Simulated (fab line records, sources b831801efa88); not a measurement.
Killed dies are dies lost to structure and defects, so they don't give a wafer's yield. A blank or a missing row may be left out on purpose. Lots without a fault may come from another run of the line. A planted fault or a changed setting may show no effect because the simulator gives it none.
Which tool did it? | flow gf180mcu | 12 lots, 36 wafers sampled, at 1 step of a route of 602

WHAT THE GAUGES READ, wafer by wafer
GF_V3_CD_MEAS_14: target cd 260 nm.
lot  | measured     | on        | cd_nm (nm)
L856 | day 22 16:50 | cd_sem-01 | 260.6 260.7 261.5
L857 | day 23 03:04 | cd_sem-01 | 257.5 257.9 258.0
L859 | day 23 17:42 | cd_sem-02 | 262.5 261.0 261.7
L861 | day 24 12:50 | cd_sem-02 | 258.7 258.0 257.9
L862 | day 24 18:48 | cd_sem-02 | 258.6 257.3 258.9
L867 | day 26 11:56 | cd_sem-02 | 261.1 259.8 260.4
L866 | day 26 13:16 | cd_sem-01 | 261.3 261.0 261.6
L868 | day 26 21:47 | cd_sem-01 | 260.9 259.2 260.4
L869 | day 27 06:08 | cd_sem-01 | 257.9 259.2 258.1
L876 | day 29 05:32 | cd_sem-01 | 260.9 260.8 260.6
L877 | day 29 15:11 | cd_sem-02 | 260.6 259.1 259.9
L878 | day 29 17:33 | cd_sem-02 | 258.6 260.0 259.3

WHICH TOOL RAN EACH LOT (tool, then ch and the chambers of the sampled wafers, then the start)
The record holds no process step before these readings.

WHAT THE TOOLS THEMSELVES READ (means of the sampled wafers that have a number; where no wafer has one, the mark that the record gives instead)
The record holds no such reading with a usual standard deviation.

THE ANSWER, worked out from the rows above alone
Rule: what is usual is taken from the lots themselves. Put in order of their means at a reading, lots are off if they are a third of the lots or fewer, leave a main group of 4 or more, and stand apart from it by a gap of 3 or more times the standard deviation of the main group's means; of several such gaps the widest counts. A main group whose means are all the same, to the digits that the tables above print for the reading, isn't used. A lot without any number at a reading at which 4 lots or more have one is off too. The other lots that the step has rows for count as sound. The gauges are gone through in route order, then the tools' own readings, and for those a lot's mean is taken as printed above. The first step at which some lot is off is used, and at that step the reading that is off furthest; a lot without a number counts as furthest.
No lot is off at any reading shown: from this, nothing can be told.

WHAT THE SIMULATOR HAD PUT IN
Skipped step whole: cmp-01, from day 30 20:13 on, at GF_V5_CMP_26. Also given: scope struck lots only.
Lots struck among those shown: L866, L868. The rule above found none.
